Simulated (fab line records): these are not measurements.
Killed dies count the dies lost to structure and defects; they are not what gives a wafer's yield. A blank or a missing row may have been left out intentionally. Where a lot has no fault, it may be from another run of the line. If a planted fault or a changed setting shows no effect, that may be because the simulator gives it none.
Which tool did it? :: flow sky130 :: 11 lots, 33 wafers sampled, at 7 steps of a route of 708

## WHAT EACH GAUGE READ, for each wafer
SKY_NWELL_OVL_MEAS_10.
lot: L585
measured: day 5 04:16
on: overlay-02
NWELL_00_OVL (nm): 1.3 -2.7 -2.4

lot: L587
measured: day 5 14:23
on: overlay-02
NWELL_00_OVL (nm): -2.3 -1.4 -2.8

lot: L588
measured: day 5 19:34
on: overlay-01
NWELL_00_OVL (nm): -0.4 -0.7 0.3

lot: L594
measured: day 7 07:49
on: overlay-02
NWELL_00_OVL (nm): -1.8 1.4 1.1

lot: L595
measured: day 7 15:28
on: overlay-01
NWELL_00_OVL (nm): -1.0 -3.2 -1.7

lot: L601
measured: day 8 22:16
on: overlay-02
NWELL_00_OVL (nm): 1.3 0.1 -1.2

lot: L602
measured: day 9 03:10
on: overlay-02
NWELL_00_OVL (nm): -2.3 -1.2 -1.1

lot: L603
measured: day 9 11:10
on: overlay-01
NWELL_00_OVL (nm): 0.1 2.7 0.9

lot: L604
measured: day 9 15:59
on: overlay-02
NWELL_00_OVL (nm): -1.6 -1.4 -2.6

lot: L605
measured: day 10 00:41
on: overlay-01
NWELL_00_OVL (nm): -0.3 -1.2 -1.3

lot: L606
measured: day 10 07:47
on: overlay-02
NWELL_00_OVL (nm): -2.5 -0.9 -3.2

SKY_NWELL_OVL_MEAS_23.
lot: L585
measured: day 5 22:52
on: overlay-01
NWELL_01_OVL (nm): 1.1 -1.0 -1.4

lot: L587
measured: day 6 09:04
on: overlay-02
NWELL_01_OVL (nm): 0.5 0.8 -1.3

lot: L588
measured: day 6 14:41
on: overlay-02
NWELL_01_OVL (nm): -3.4 -2.5 -1.0

lot: L594
measured: day 8 04:22
on: overlay-01
NWELL_01_OVL (nm): -0.9 -1.2 -1.7

lot: L595
measured: day 8 12:34
on: overlay-02
NWELL_01_OVL (nm): -1.1 -0.3 -0.4

lot: L601
measured: day 9 20:13
on: overlay-01
NWELL_01_OVL (nm): 0.8 -1.5 0.2

lot: L602
measured: day 10 01:37
on: overlay-02
NWELL_01_OVL (nm): -0.4 -0.4 -0.3

lot: L603
measured: day 10 09:44
on: overlay-01
NWELL_01_OVL (nm): 0.8 0.7 0.9

lot: L604
measured: day 10 14:53
on: overlay-02
NWELL_01_OVL (nm): -1.9 -2.0 -1.6

lot: L605
measured: day 10 23:20
on: overlay-02
NWELL_01_OVL (nm): -2.3 -4.3 -3.2

lot: L606
measured: day 11 07:05
on: overlay-01
NWELL_01_OVL (nm): 1.1 1.3 0.3

SKY_VT_ADJUST_NCORE_CD_MEAS_07 targets a cd of 380 nm.
lot: L585
measured: day 9 07:45
on: cd sem-01
cd nm (nm): 384.3 380.6 381.0

lot: L587
measured: day 9 18:59
on: cd sem-01
cd nm (nm): 381.7 383.9 383.7

lot: L588
measured: day 10 02:26
on: cd sem-01
cd nm (nm): 381.3 377.8 380.6

lot: L594
measured: day 11 22:05
on: cd sem-02
cd nm (nm): - - -

lot: L595
measured: day 12 07:34
on: cd sem-02
cd nm (nm): - - -

lot: L601
measured: day 13 18:10
on: cd sem-01
cd nm (nm): 375.1 375.3 375.7

lot: L602
measured: day 13 23:38
on: cd sem-01
cd nm (nm): 379.5 380.0 381.3

lot: L603
measured: day 14 10:12
on: cd sem-02
cd nm (nm): 379.9 379.0 380.1

lot: L604
measured: day 14 18:07
on: cd sem-01
cd nm (nm): 380.7 380.9 375.6

lot: L605
measured: day 15 03:33
on: cd sem-01
cd nm (nm): 380.0 379.7 377.0

lot: L606
measured: day 15 12:00
on: cd sem-02
cd nm (nm): 378.4 380.2 381.3

SKY_VT_ADJUST_HVTR_TW_MEAS_11.
lot: L585
measured: day 10 06:35
on: film metro-01
VT_ADJUST_HVTR_TW: 210.7 208.2 208.8

lot: L587
measured: day 10 18:05
on: film metro-04
VT_ADJUST_HVTR_TW: 208.1 210.0 208.2

lot: L588
measured: day 11 01:29
on: film metro-01
VT_ADJUST_HVTR_TW: 209.2 209.4 211.1

lot: L594
measured: day 12 22:34
on: film metro-04
VT_ADJUST_HVTR_TW: 258.5 257.9 257.5

lot: L595
measured: day 13 08:08
on: film metro-02
VT_ADJUST_HVTR_TW: 259.3 257.8 259.3

lot: L601
measured: day 14 21:19
on: film metro-02
VT_ADJUST_HVTR_TW: 208.5 209.0 208.9

lot: L602
measured: day 15 02:58
on: film metro-01
VT_ADJUST_HVTR_TW: 210.5 209.4 210.4

lot: L603
measured: day 15 12:29
on: film metro-04
VT_ADJUST_HVTR_TW: 208.5 207.6 208.3

lot: L604
measured: day 15 20:30
on: film metro-04
VT_ADJUST_HVTR_TW: 207.9 208.2 208.4

lot: L605
measured: day 16 07:23
on: film metro-02
VT_ADJUST_HVTR_TW: 208.0 207.8 207.4

lot: L606
measured: day 16 15:43
on: film metro-02
VT_ADJUST_HVTR_TW: 207.2 208.3 209.6

SKY_VT_ADJUST_PCH_TW_MEAS_10.
lot: L585
measured: day 11 04:47
on: film metro-04
VT_ADJUST_PCH_TW: 140.1 141.0 141.5

lot: L587
measured: day 11 17:01
on: film metro-03
VT_ADJUST_PCH_TW: 140.8 141.0 141.3

lot: L588
measured: day 12 01:13
on: film metro-03
VT_ADJUST_PCH_TW: 142.7 141.6 142.7

lot: L594
measured: day 13 23:40
on: film metro-01
VT_ADJUST_PCH_TW: 230.4 229.0 229.0

lot: L595
measured: day 14 10:07
on: film metro-01
VT_ADJUST_PCH_TW: 228.2 228.6 228.1

lot: L601
measured: day 16 00:09
on: film metro-04
VT_ADJUST_PCH_TW: 140.7 140.1 141.3

lot: L602
measured: day 16 05:37
on: film metro-01
VT_ADJUST_PCH_TW: 143.9 144.4 143.6

lot: L603
measured: day 16 15:37
on: film metro-03
VT_ADJUST_PCH_TW: 141.4 141.5 142.0

lot: L604
measured: day 16 22:56
on: film metro-03
VT_ADJUST_PCH_TW: 141.2 141.8 142.3

lot: L605
measured: day 17 11:38
on: film metro-01
VT_ADJUST_PCH_TW: 143.4 142.6 142.5

lot: L606
measured: day 17 19:41
on: film metro-04
VT_ADJUST_PCH_TW: 140.8 140.7 141.3

## WHICH TOOL RAN EACH LOT (tool, then ch and the chambers of the sampled wafers, then the start)
lot: L585
SKY_VT_ADJUST_LVTN_STRIP_20: plasma asher-01 ch 0,1, day 8 10:43
SKY_VT_ADJUST_NCORE_COAT_02: litho track-02 ch 0, day 8 20:43

lot: L587
SKY_VT_ADJUST_LVTN_STRIP_20: plasma asher-04 ch 0,1, day 8 21:31
SKY_VT_ADJUST_NCORE_COAT_02: litho track-01 ch 0, day 9 08:27

lot: L588
SKY_VT_ADJUST_LVTN_STRIP_20: plasma asher-02 ch 0,1, day 9 04:43
SKY_VT_ADJUST_NCORE_COAT_02: litho track-01 ch 0, day 9 15:09

lot: L594
SKY_VT_ADJUST_LVTN_STRIP_20: plasma asher-04 ch 0,1, day 10 22:39
SKY_VT_ADJUST_NCORE_COAT_02: litho track-01, day 11 10:07

lot: L595
SKY_VT_ADJUST_LVTN_STRIP_20: plasma asher-04 ch 0,1, day 11 07:40
SKY_VT_ADJUST_NCORE_COAT_02: litho track-01, day 11 19:40

lot: L601
SKY_VT_ADJUST_LVTN_STRIP_20: plasma asher-01 ch 0,1, day 12 18:16
SKY_VT_ADJUST_NCORE_COAT_02: litho track-04 ch 0, day 13 05:43

lot: L602
SKY_VT_ADJUST_LVTN_STRIP_20: plasma asher-02 ch 1, day 12 23:18
SKY_VT_ADJUST_NCORE_COAT_02: litho track-04 ch 0, day 13 10:40

lot: L603
SKY_VT_ADJUST_LVTN_STRIP_20: plasma asher-04 ch 0, day 13 08:22
SKY_VT_ADJUST_NCORE_COAT_02: litho track-01 ch 0, day 13 21:36

lot: L604
SKY_VT_ADJUST_LVTN_STRIP_20: plasma asher-01 ch 0,1, day 13 16:05
SKY_VT_ADJUST_NCORE_COAT_02: litho track-02 ch 0, day 14 04:32

lot: L605
SKY_VT_ADJUST_LVTN_STRIP_20: plasma asher-02 ch 0,1, day 14 00:45
SKY_VT_ADJUST_NCORE_COAT_02: litho track-01 ch 0, day 14 14:01

lot: L606
SKY_VT_ADJUST_LVTN_STRIP_20: plasma asher-02 ch 1, day 14 10:04
SKY_VT_ADJUST_NCORE_COAT_02: litho track-01 ch 0, day 14 23:12
- SKY_VT_ADJUST_LVTN_STRIP_20: strips in O2/N2.
- SKY_VT_ADJUST_NCORE_COAT_02: resist thk 1154 nm.

## AS READ BY THE TOOLS THEMSELVES (means over the sampled wafers that have a number; for cases with no such wafer, the mark the record gives instead)
SKY_VT_ADJUST_LVTN_STRIP_20.
lot: L585
tool: plasma asher-01
drypump motor current A (A): 5.74
oes product au (a.u.): 0.712
strip time to endpoint s (s): 14.15

lot: L587
tool: plasma asher-04
drypump motor current A (A): 5.86
oes product au (a.u.): 0.714
strip time to endpoint s (s): 14.16

lot: L588
tool: plasma asher-02
drypump motor current A (A): 5.60
oes product au (a.u.): 0.714
strip time to endpoint s (s): 14.18

lot: L594
tool: plasma asher-04
drypump motor current A (A): 5.72
oes product au (a.u.): 0.716
strip time to endpoint s (s): 14.23

lot: L595
tool: plasma asher-04
drypump motor current A (A): 5.73
oes product au (a.u.): 0.714
strip time to endpoint s (s): 14.14

lot: L601
tool: plasma asher-01
drypump motor current A (A): 5.79
oes product au (a.u.): 0.717
strip time to endpoint s (s): 14.23

lot: L602
tool: plasma asher-02
drypump motor current A (A): 6.18
oes product au (a.u.): 0.717
strip time to endpoint s (s): 14.13

lot: L603
tool: plasma asher-04
drypump motor current A (A): 5.58
oes product au (a.u.): 0.715
strip time to endpoint s (s): 14.19

lot: L604
tool: plasma asher-01
drypump motor current A (A): 5.80
oes product au (a.u.): 0.712
strip time to endpoint s (s): 14.16

lot: L605
tool: plasma asher-02
drypump motor current A (A): 5.61
oes product au (a.u.): 0.713
strip time to endpoint s (s): 14.19

lot: L606
tool: plasma asher-02
drypump motor current A (A): 6.16
oes product au (a.u.): 0.716
strip time to endpoint s (s): 14.16

SKY_VT_ADJUST_NCORE_COAT_02.
lot: L585
tool: litho track-02
chill plate temp C (C): 22.87
dispense pressure kPa (kPa): 45.7

lot: L587
tool: litho track-01
chill plate temp C (C): 22.93
dispense pressure kPa (kPa): 47.2

lot: L588
tool: litho track-01
chill plate temp C (C): 22.95
dispense pressure kPa (kPa): 47.2

lot: L594
tool: litho track-01
chill plate temp C (C): -
dispense pressure kPa (kPa): -

lot: L595
tool: litho track-01
chill plate temp C (C): -
dispense pressure kPa (kPa): -

lot: L601
tool: litho track-04
chill plate temp C (C): 23.15
dispense pressure kPa (kPa): 47.3

lot: L602
tool: litho track-04
chill plate temp C (C): 23.10
dispense pressure kPa (kPa): 47.3

lot: L603
tool: litho track-01
chill plate temp C (C): 22.98
dispense pressure kPa (kPa): 47.2

lot: L604
tool: litho track-02
chill plate temp C (C): 23.01
dispense pressure kPa (kPa): 45.6

lot: L605
tool: litho track-01
chill plate temp C (C): 23.03
dispense pressure kPa (kPa): 47.2

lot: L606
tool: litho track-01
chill plate temp C (C): 23.02
dispense pressure kPa (kPa): 47.2

## THE ANSWER, worked out from the rows above alone
Rule: what is usual is taken from the lots themselves. The widest of any qualifying gaps counts: lots, ordered by their means at a reading, are off when they make up no more than a third of the lots, leave a main group of 4 or more, and stand apart from it by 3 or more times the standard deviation of that group's means. A main group whose means are all the same, to the digits that the tables above print for the reading, isn't used. Also off: a lot with no number at a reading for which 4 or more lots have one. Any other lot the step has rows for is counted as sound. Order of review: gauges by route order, followed by the tools' own readings, for which a lot's mean as printed above is used. The first step at which some lot is off is used, and at that step the reading that is off furthest; a lot without a number counts as furthest.
Off: L594, L595 (SKY_VT_ADJUST_NCORE_CD_MEAS_07, cd nm). Without a number there: L594, L595. The main group: mean 379.8 nm, standard deviation 2.
If a tool, at a process step before that reading, ran all the lots that are off and no sound lot after the first of them, it fits. Not tried: the gauges at SKY_VT_ADJUST_NCORE_CD_MEAS_07; whatever is off there is also off at SKY_VT_ADJUST_HVTR_TW_MEAS_11, on other tools, and gauge error can't account for it. Of those tried, none fits.

## WHAT WAS PUT IN BY THE SIMULATOR
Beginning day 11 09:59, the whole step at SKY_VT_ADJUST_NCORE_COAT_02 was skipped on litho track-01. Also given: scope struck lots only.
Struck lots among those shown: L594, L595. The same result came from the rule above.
